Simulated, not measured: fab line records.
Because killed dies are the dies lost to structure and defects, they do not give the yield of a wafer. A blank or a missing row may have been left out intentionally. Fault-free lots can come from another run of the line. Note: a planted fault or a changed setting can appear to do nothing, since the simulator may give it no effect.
A single fault, viewed from 2 desks + flow gf180mcu + what lay behind the numbers comes last; until then each desk has only its own

== AT THE TOOL OWNER'S DESK: krf scanner-01 ==
The tool's own readings at GF_CONTACT_EXPOSE_11 (exposes mask Contact, target cd 220 nm): means of the sampled wafers that have a number, for each lot that ran on this tool. Marked OUT: a lot whose mean sits more than 4 standard deviations from the usual mean, which makes it out of limits; the brackets give that distance.
Columns: A = focus offset nm at GF_CONTACT_EXPOSE_11, usual 0.1 nm
| lot  | first seen here | A    |
|------|-----------------|------|
| L782 | day 16 02:01    | 0.2  |
| L783 | day 16 14:34    | -0.5 |
| L785 | day 17 04:52    | 0.4  |
| L786 | day 17 18:07    | 0.4  |
| L795 | day 21 09:52    | 0.4  |
| L799 | day 22 20:02    | -0.1 |
This desk's verdict: no lot among the 6 shows anything out of limits.

== AT THE METROLOGY DESK ==
Lot by lot, what the gauges showed, no matter which tool ran the lot: averages of those sampled wafers that carry a number. Marked OUT: a lot whose mean sits more than 4 standard deviations from the usual mean, which makes it out of limits; the brackets give that distance.
Columns: A = CONTACT_CVD_02_THK at GF_CONTACT_THK_MEAS_03, usual 863 nm; B = cd nm at GF_CONTACT_CD_MEAS_14, usual 219.7 nm
| lot  | first seen here | A   | B                |
|------|-----------------|-----|------------------|
| L782 | day 15 14:43    | 866 | 218.0            |
| L783 | day 16 02:56    | 873 | 218.5            |
| L785 | day 16 17:05    | 856 | 208.7 (-7.9) OUT |
| L786 | day 17 06:08    | 860 | 207.0 (-9.1) OUT |
| L793 | day 19 20:48    | 873 | 217.9            |
| L795 | day 20 21:18    | 869 | 221.3            |
| L796 | day 21 09:17    | 861 | 221.7            |
| L797 | day 21 13:30    | 867 | 219.3            |
| L798 | day 21 20:23    | 854 | 219.8            |
| L799 | day 22 07:04    | 855 | 219.3            |
| L802 | day 23 01:22    | 868 | 219.8            |
| L803 | day 23 12:35    | 854 | 218.5            |
Finding of this desk: L785, L786 out of limits; the first was L785 at day 17 15:56, on cd nm at GF_CONTACT_CD_MEAS_14. Within limits: L782, L783, L793, L795, L796, L797, L798, L799, L802, L803.

== BROUGHT TOGETHER ==
The metrology desk could have raised an alarm at day 17 15:56, on L785, L786.
The tool owner's desk saw nothing out of limits.
Tool owner's desk: L785, L786 on record, inside its limits.
Of the lots named, all ran GF_CONTACT_EXPOSE_11 on krf scanner-01.

== WHAT THE SIMULATOR HAD PUT IN ==
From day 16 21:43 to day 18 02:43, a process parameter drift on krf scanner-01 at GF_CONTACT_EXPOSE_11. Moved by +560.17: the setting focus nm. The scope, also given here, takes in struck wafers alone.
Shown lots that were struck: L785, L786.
Delay in hours, fault start to first out-of-limits reading, per desk: metrology desk 18.
